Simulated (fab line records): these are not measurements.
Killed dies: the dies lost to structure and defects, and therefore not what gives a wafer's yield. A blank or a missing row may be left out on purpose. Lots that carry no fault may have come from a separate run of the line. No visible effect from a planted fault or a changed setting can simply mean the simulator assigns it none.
The tool behind it: which one?	flow gf180mcu	10 lots, 30 wafers sampled, at 5 steps of a route of 602

## WHAT THE GAUGES READ, wafer by wafer
GF_M3_RS_MEAS_05: measures by four-point-probe. Usual: M3_ALCU_RS 0.0692 ohm/sq, standard deviation 0.00089.
lot	measured	on	M3_ALCU_RS (ohm/sq)	flag
L210	day 20 05:51	filmMetro-04	0.0686 0.0707 0.0683	
L213	day 21 13:34	filmMetro-04	0.0691 0.0704 0.0700	
L215	day 22 05:08	filmMetro-01	0.0684 0.0687 0.0684	
L216	day 23 00:48	filmMetro-04	0.0688 0.0697 0.0678	
L217	day 23 01:16	filmMetro-01	0.0679 0.0698 0.0676	
L218	day 23 07:11	filmMetro-01	0.0691 0.0684 0.0689	
L220	day 24 06:47	filmMetro-01	0.0684 0.0700 0.0684	
L222	day 24 20:54	filmMetro-03	0.0734 0.0734 0.0701 0.0733 0.0732 0.0699	OFF
L223	day 24 23:53	filmMetro-01	0.0685 0.0691 0.0669	
L232	day 27 18:06	filmMetro-04	0.0709 0.0704 0.0709	

GF_M3_THK_MEAS_06: measures by xrf. Usual: M3_ALCU_THK 447 nm, standard deviation 5.6.
lot	measured	on	M3_ALCU_THK (nm)	flag
L210	day 20 05:58	filmMetro-04	453 442 452	
L213	day 21 13:41	filmMetro-04	447 443 447	
L215	day 22 05:16	filmMetro-01	451 449 449	
L216	day 23 00:55	filmMetro-04	452 441 460	
L217	day 23 01:23	filmMetro-01	451 443 457	
L218	day 23 07:18	filmMetro-01	446 450 445	
L220	day 24 06:55	filmMetro-01	450 440 448	
L222	day 25 01:00	filmMetro-03	424 422 442 422 422 442	OFF
L223	day 25 00:00	filmMetro-01	448 444 459	
L232	day 27 18:13	filmMetro-04	440 441 438	

## WHICH TOOL RAN EACH LOT (tool, then ch and the chambers of the sampled wafers, then the start)
lot	GF_V2_STRIP_18	GF_M3_SPUTTER_02	GF_M3_SPUTTER_04
L210	plasmaAsher-03 ch 0,1, day 20 04:24	pvdSputter-02, day 20 05:46	pvdSputter-02, day 20 05:49
L213	plasmaAsher-01 ch 0,1, day 21 11:46	pvdSputter-01, day 21 13:29	pvdSputter-01, day 21 13:32
L215	plasmaAsher-03 ch 0,1, day 22 03:40	pvdSputter-01, day 22 05:03	pvdSputter-01, day 22 05:06
L216	plasmaAsher-02 ch 0,1, day 22 23:18	pvdSputter-03, day 23 00:41	pvdSputter-03, day 23 00:44
L217	plasmaAsher-03 ch 0, day 22 23:47	pvdSputter-02, day 23 01:11	pvdSputter-02, day 23 01:14
L218	plasmaAsher-03 ch 0,1, day 23 05:44	pvdSputter-01, day 23 07:05	pvdSputter-01, day 23 07:08
L220	plasmaAsher-01 ch 0,1, day 24 04:21	pvdSputter-03, day 24 06:41	pvdSputter-03, day 24 06:44
L222	plasmaAsher-03 ch 0,1, day 24 19:19	pvdSputter-03, day 24 20:45	pvdSputter-03, day 24 20:48
L223	plasmaAsher-02 ch 0,1, day 24 22:15	pvdSputter-02, day 24 23:43	pvdSputter-02, day 24 23:46
L232	plasmaAsher-03 ch 0,1, day 27 16:21	pvdSputter-01, day 27 18:01	pvdSputter-01, day 27 18:04
- GF_V2_STRIP_18: strips in O2/N2.
- GF_M3_SPUTTER_02: material AlCu, target thk 450 nm, time 23.9 s.
- GF_M3_SPUTTER_04: material TiN, target thk 50 nm, time 41.7 s.

## WHAT THE TOOLS THEMSELVES READ (means of the sampled wafers that have a number; where no wafer has one, the mark that the record gives instead)
GF_V2_STRIP_18. Usual: drypumpMotorCurrentA 5.94 A, standard deviation 0.22; heaterPowerW 300 W, standard deviation 20; o2FlowSccm 2999 sccm, standard deviation 9.5; oesProductAu 0.593 a.u., standard deviation 0.0049.
lot	tool	drypumpMotorCurrentA (A)	heaterPowerW (W)	o2FlowSccm (sccm)	oesProductAu (a.u.)	flag
L210	plasmaAsher-03	6.00	293	2995	0.591	
L213	plasmaAsher-01	5.80	327	2994	0.589	
L215	plasmaAsher-03	6.00	287	2998	0.590	
L216	plasmaAsher-02	5.92	286	2995	0.589	
L217	plasmaAsher-03	5.94	310	3008	0.593	
L218	plasmaAsher-03	5.99	290	2991	0.593	
L220	plasmaAsher-01	5.80	331	3000	0.591	
L222	plasmaAsher-03	6.01	293	3000	0.596	
L223	plasmaAsher-02	5.94	288	2997	0.592	
L232	plasmaAsher-03	5.96	298	2993	0.600	

GF_M3_SPUTTER_02. Usual: cathodeDcPowerW 10600 W, standard deviation 2; throttleValvePct 30.1 %, standard deviation 1.1.
lot	tool	cathodeDcPowerW (W)	throttleValvePct (%)	flag
L210	pvdSputter-02	10601	29.2	
L213	pvdSputter-01	10600	29.0	
L215	pvdSputter-01	10599	29.2	
L216	pvdSputter-03	10601	30.7	
L217	pvdSputter-02	10601	29.3	
L218	pvdSputter-01	10601	28.9	
L220	pvdSputter-03	10599	30.5	
L222	pvdSputter-03	10183	31.2	OFF
L223	pvdSputter-02	10599	30.0	
L232	pvdSputter-01	10599	29.4	

GF_M3_SPUTTER_04. Usual: cathodeDcPowerW 6500.0 W, standard deviation 1.2; throttleValvePct 30.1 %, standard deviation 1.
lot	tool	cathodeDcPowerW (W)	throttleValvePct (%)	flag
L210	pvdSputter-02	6499.7	29.5	
L213	pvdSputter-01	6499.2	29.1	
L215	pvdSputter-01	6500.0	29.0	
L216	pvdSputter-03	6499.9	30.7	
L217	pvdSputter-02	6499.7	29.4	
L218	pvdSputter-01	6499.5	28.7	
L220	pvdSputter-03	6500.5	30.4	
L222	pvdSputter-03	6499.5	31.0	
L223	pvdSputter-02	6500.8	30.2	
L232	pvdSputter-01	6500.2	29.4	

## THE ANSWER, worked out from the rows above alone
Rule: lot off if the mean of its wafers having a number is beyond 3 standard deviations from the usual mean. Also off: a lot with no number at a reading for which 4 or more lots have one. Where the step has rows for the other lots, those lots are counted as sound. The gauges are gone through in route order, then the tools' own readings, and for those a lot's mean is taken as printed above. The first step at which some lot is off is used, and at that step the reading that is off furthest; a lot without a number counts as furthest.
Off: L222, seen at GF_M3_RS_MEAS_05 (M3_ALCU_RS).
A tool fits if, at a process step before that reading, it ran every lot that is off, and no sound lot after the first of them. Not tried: the gauges at GF_M3_RS_MEAS_05; whatever is off there is also off at GF_M3_SPUTTER_02, on other tools, and gauge error can't account for it. One fits: pvdSputter-03 at GF_M3_SPUTTER_02 and GF_M3_SPUTTER_04. At GF_M3_SPUTTER_02 its last sound lot is L220 (day 24 06:41), its first lot that is off L222 (day 24 20:45): a fault that began between those two fits.
On the lots that are off, the tool's own readings at GF_M3_SPUTTER_02 differ by more than 5 times the standard deviation of the sound lots' means, which bears it out; cathodeDcPowerW reads 10183 W there versus 10600 W on the sound lots.

## WHAT THE SIMULATOR PUT IN
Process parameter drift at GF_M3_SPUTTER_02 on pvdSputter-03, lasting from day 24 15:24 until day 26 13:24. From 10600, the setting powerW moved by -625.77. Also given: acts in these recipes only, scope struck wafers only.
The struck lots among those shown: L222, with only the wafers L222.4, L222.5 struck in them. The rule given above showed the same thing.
